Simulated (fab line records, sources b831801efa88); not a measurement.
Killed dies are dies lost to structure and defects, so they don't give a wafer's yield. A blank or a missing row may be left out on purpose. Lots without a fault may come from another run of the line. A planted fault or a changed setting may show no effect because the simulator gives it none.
fab line records | flow sky130
record lots=14 wafers=42 last_day=50
route steps=708 shown POLY_GATE@230
lots that met no fault: from a run of the same line without faults
start_h: hours from the record's first day to the start of the lot's first wafer shown | wait_h: hours since the lot's step before | " the same as in the row above | L1.1+2: a row that stands for several wafers | - no value, or no start given | * or withheld: withheld | < > ~ a bound
route shown NAME@n: a module of which the file shows steps, and the number in the route of the first | usual: mean/standard deviation of fault-free wafers | same: alike in all rows | chamber/n: place in a boat | sites: the reading at each site | _std_site: their standard deviation | _edge_site: outer sites' mean less inner sites' | radius_mm: how far each site lies from the wafer's centre | mask NAME#n: copy n | behind: the tool/chamber that last shaped the wafer | hold: why the lot was held/for how many hours/how that ended | device: the transistor (n, p or np) that didn't switch | end of line: the same wafers' tests at the end of the route | a step without rows: its recipe alone | killed: dies lost to structure and defects at the first sort, not the wafer's yield | map: a wafer's dies, x killed, . not, _ none there
set.NAME: the setting as run; set.NAME@STEP: as run at that earlier step | model.NAME: the simulator's own value behind a step, which no gauge read
steps of the route over a sample of lots; a table a step, a row a wafer
services: from which hour (start_h, from the record's first day; less than 0 if before it) a tool's chamber was out of use, for how many hours, and why
## steps
# step SKY_POLY_GATE_ETCH_16
# recipe stop_on=poly-Si chemistry=CH3F/O2 target=Si3N4 source_w=400 bias_w=80 pressure_mtorr=25 ch3f_flow_sccm=40 O2_flow_sccm=30 time_s=147.5 target_depth_a=750
# usual O2_flow_sccm=30.01/0.074 bias_w=79.99/0.26 drypump_motor_current_A=5.9/0.62 oes_product_au=0.640/0.0057 throttle_valve_pct=10.535/0.0087
# columns lot.wafer tool chamber start_h wait_h O2_flow_sccm bias_w drypump_motor_current_A oes_product_au rf_hours_counter_h throttle_valve_pct
L153.1 rie_diel-01 0 359.03 0.0 29.98 80.27 6.6 0.632 95 10.538
L153.4 " 2 " " 30.00 79.93 5.3 0.632 - 10.550
L153.6 " 1 " " 30.03 80.21 5.7 0.649 - 10.538
L155.2 rie_diel-04 0 390.23 0.0 29.95 79.74 5.8 0.643 77 10.527
L155.5 " 2 " " 30.00 79.64 6.8 0.640 - 10.536
L155.6 " 1 " " 29.98 80.14 6.8 0.642 - 10.523
L157.1 rie_diel-04 1 401.93 0.0 30.04 80.17 6.8 0.643 107 10.536
L157.3 " 3 " " 30.05 79.98 5.1 0.635 1 10.544
L157.5 " 0 " " 29.90 79.86 5.8 0.644 - 10.532
L158.2 rie_diel-01 3 410.63 0.0 29.81 79.77 5.7 0.639 1 10.523
L158.3 " 2 " " 30.12 79.69 5.3 0.633 4 10.543
L158.4 " 1 " " 30.15 79.80 5.7 0.644 - 10.522
L159.1 rie_diel-04 3 426.33 0.0 30.02 79.48 5.1 0.638 2 10.523
L159.2 " 2 " " 30.08 80.19 6.8 0.640 50 10.533
L159.5 " 0 " " 30.01 80.34 5.8 0.629 - 10.530
L160.2 rie_diel-01 1 429.65 0.0 29.97 80.05 5.8 0.641 16 10.517
L160.4 " 3 " " 29.93 80.15 5.7 0.638 1 10.527
L160.5 " 0 " " 30.02 80.03 6.5 0.642 - 10.540
L162.3 rie_diel-01 1 449.50 0.0 30.01 80.58 5.8 0.645 17 10.549
L162.5 " 3 " " 30.03 79.89 5.7 0.646 - 10.533
L162.6 " 2 " " 30.04 79.70 5.3 0.645 - 10.541
L164.1 rie_diel-01 0 470.43 0.0 30.11 79.89 6.6 0.632 96 10.525
L164.3 " 3 " " 30.00 80.09 5.7 0.635 2 10.534
L164.6 " 0 " " 29.99 79.98 6.6 0.644 - 10.529
L165.2 rie_diel-01 3 482.40 0.0 30.01 79.74 5.7 0.639 3 10.548
L165.3 " 2 " " 29.99 79.56 5.3 0.636 5 10.548
L165.5 " 3 " " 30.14 79.56 5.7 0.640 - 10.514
L168.2 rie_diel-03 0 496.10 0.0 29.98 79.84 5.9 0.636 83 10.526
L168.3 " 2 " " 29.95 79.44 5.3 0.632 5 10.530
L168.6 " 3 " " 30.11 79.66 6.7 0.640 - 10.533
L169.2 rie_diel-01 2 507.18 0.0 - - - - - -
L169.4 " 3 " " - - - - - -
L169.5 " 2 " " - - - - - -
L170.1 rie_diel-03 3 517.13 0.0 - - - - - -
L170.3 " 2 " " - - - - - -
L170.6 " 1 " " - - - - - -
L175.1 rie_diel-01 2 571.93 0.0 29.79 79.84 5.3 0.637 7 10.530
L175.2 " 1 " " 30.03 80.08 5.8 0.638 19 10.532
L175.4 " 1 " " 30.08 79.98 5.8 0.635 - 10.533
L176.1 rie_diel-04 1 587.78 0.0 29.99 80.24 6.8 0.643 3 10.535
L176.2 " 2 " " 30.05 80.64 6.8 0.642 54 10.527
L176.4 " 1 " " 30.01 80.13 6.8 0.638 - 10.525
# step SKY_POLY_GATE_STRIP_18
# recipe chemistry=O2/N2 power_w=1400 pressure_mtorr=1500 platen_temp_c=withheld o2_flow_sccm=3000 n2_flow_sccm=300 overash_fraction=0.5
# usual drypump_motor_current_A=5.9/0.5 n2_flow_sccm=300.0/0.88 oes_product_au=0.360/0.0046 strip_time_to_endpoint_s=3.17/0.037
# columns lot.wafer tool chamber start_h wait_h drypump_motor_current_A n2_flow_sccm oes_product_au rf_hours_counter_h strip_time_to_endpoint_s
L153.1 plasma_asher-04 1 359.18 0.0 5.7 300.8 0.360 53 3.15
L153.4 " 0 " " 6.6 300.3 0.360 - 3.20
L153.6 " 1 " " 5.8 300.3 0.352 - 3.12
L155.2 plasma_asher-04 1 390.39 0.0 5.8 301.1 0.358 56 3.15
L155.5 " 0 " " 6.6 300.2 0.356 - 3.22
L155.6 " 1 " " 5.8 299.6 0.364 - 3.15
L157.1 plasma_asher-04 1 402.08 0.0 5.8 299.8 0.362 57 3.12
L157.3 " 0 " " 6.7 299.7 0.361 - 3.19
L157.5 " 0 " " 6.6 299.7 0.365 - 3.18
L158.2 plasma_asher-01 0 410.79 0.0 4.9 299.6 0.361 74 3.18
L158.3 " 1 " " 6.3 300.3 0.356 - 3.20
L158.4 " 0 " " 4.9 300.6 0.361 - 3.18
L159.1 plasma_asher-04 1 426.48 0.0 5.8 299.2 0.364 60 3.15
L159.2 " 0 " " 6.6 298.7 0.363 60 3.20
L159.5 " 0 " " 6.6 298.9 0.370 - 3.19
L160.2 plasma_asher-04 0 429.81 0.0 6.7 298.5 0.354 60 3.14
L160.4 " 0 " " 6.6 299.7 0.363 - 3.08
L160.5 " 0 " " 6.6 300.8 0.363 - 3.15
L162.3 plasma_asher-02 1 449.69 0.1 5.5 299.0 0.358 - 3.11
L162.5 " 1 " " 5.5 298.6 0.354 - 3.14
L162.6 " 0 " " 5.9 299.7 0.348 - 3.15
L164.1 plasma_asher-02 1 470.58 0.0 5.5 299.7 0.357 33 3.22
L164.3 " 0 " " 5.9 300.3 0.354 - 3.19
L164.6 " 1 " " 5.5 299.3 0.367 - 3.23
L165.2 plasma_asher-04 0 482.56 0.0 6.6 299.9 0.363 65 3.13
L165.3 " 1 " " 5.8 300.7 0.367 - 3.21
L165.5 " 0 " " 6.6 300.0 0.360 - 3.15
L168.2 plasma_asher-01 1 496.26 0.0 6.3 299.4 0.361 7 3.17
L168.3 " 1 " " 6.3 299.0 0.358 - 3.18
L168.6 " 1 " " 6.3 299.5 0.360 - 3.23
L169.2 plasma_asher-04 0 507.34 0.0 6.6 299.4 0.409 68 4.33
L169.4 " 0 " " 6.6 300.1 0.406 - 4.30
L169.5 " 0 " " 6.7 301.7 0.414 - 4.30
L170.1 plasma_asher-02 1 517.28 0.0 5.5 298.4 0.414 38 4.39
L170.3 " 0 " " 5.9 300.1 0.413 - 4.40
L170.6 " 0 " " 5.9 299.9 0.411 - 4.37
L175.1 plasma_asher-04 1 572.08 0.0 5.8 299.7 0.357 75 3.22
L175.2 " 0 " " 6.6 301.0 0.357 75 3.16
L175.4 " 0 " " 6.6 299.9 0.361 - 3.14
L176.1 plasma_asher-02 0 587.94 0.0 5.9 297.5 0.361 45 3.22
L176.2 " 1 " " 5.5 300.2 0.356 45 3.20
L176.4 " 0 " " 5.9 299.8 0.359 - 3.24
## services
# columns tool chamber start_h hours kind
rie_diel-01 3 347.45 - clean
rie_diel-01 3 347.45 16.7 scheduled_down
plasma_asher-02 - 350.67 2.8 repair
rie_diel-04 - 357.04 2.8 pm
rie_diel-04 1 359.76 9.7 repair
rie_diel-01 0 362.95 11.1 repair
rie_diel-01 - 371.86 0.3 repair
rie_diel-04 - 383.64 0.4 repair
rie_diel-01 2 393.37 4.1 repair
rie_diel-01 0 403.54 16.1 repair
rie_diel-01 2 412.60 10.8 repair
plasma_asher-01 - 421.25 9.0 pm
rie_diel-01 3 444.35 5.0 repair
rie_diel-01 0 451.40 6.1 repair
rie_diel-04 2 473.85 4.6 repair
plasma_asher-01 - 477.44 1.8 repair
rie_diel-03 1 493.15 3.1 repair
plasma_asher-02 - 496.06 3.6 repair
plasma_asher-01 - 500.46 2.1 repair
rie_diel-01 - 500.88 0.3 repair
rie_diel-01 - 509.70 28.1 pm
plasma_asher-02 - 540.31 3.8 repair
plasma_asher-04 - 542.36 5.1 repair
rie_diel-01 3 563.69 26.5 repair
## key
first_sign step=SKY_POLY_GATE_ETCH_16 reading=tool_record direction=missing
effect step=SKY_POLY_GATE_STRIP_18 reading=strip_time_to_endpoint_s direction=up sigmas=31 usual=* struck=*
met_at SKY_POLY_GATE_ETCH_16
struck_lots L169,L170
later_rows_left_out L169.2,L169.4,L169.5,L170.1,L170.3,L170.6
sort_left_out L169.2,L169.4,L169.5,L170.1,L170.3,L170.6
tester_left_out L169,L170
onset_between 496.10 507.18
fault kind=skipped_step_whole tool=rie_diel-01,rie_diel-03 chamber=- onset_h=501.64 steps=SKY_POLY_GATE_ETCH_16 scope=struck_lots_only
# tester_left_out: of these lots the tester's yield and bins aren't shown, on N5 and GAA mostly nor the transistor test; their killed dies are dies lost to structure and defects alone, not to doping, threshold or leakage, so they don't give the yield
# sort_left_out: the simulated sort isn't trusted on such a fault, so these wafers' sort isn't shown, and their yield isn't known
# later_rows_left_out: the simulator's readings of these wafers behind a module that went badly wrong aren't trusted and aren't shown, but for the sort
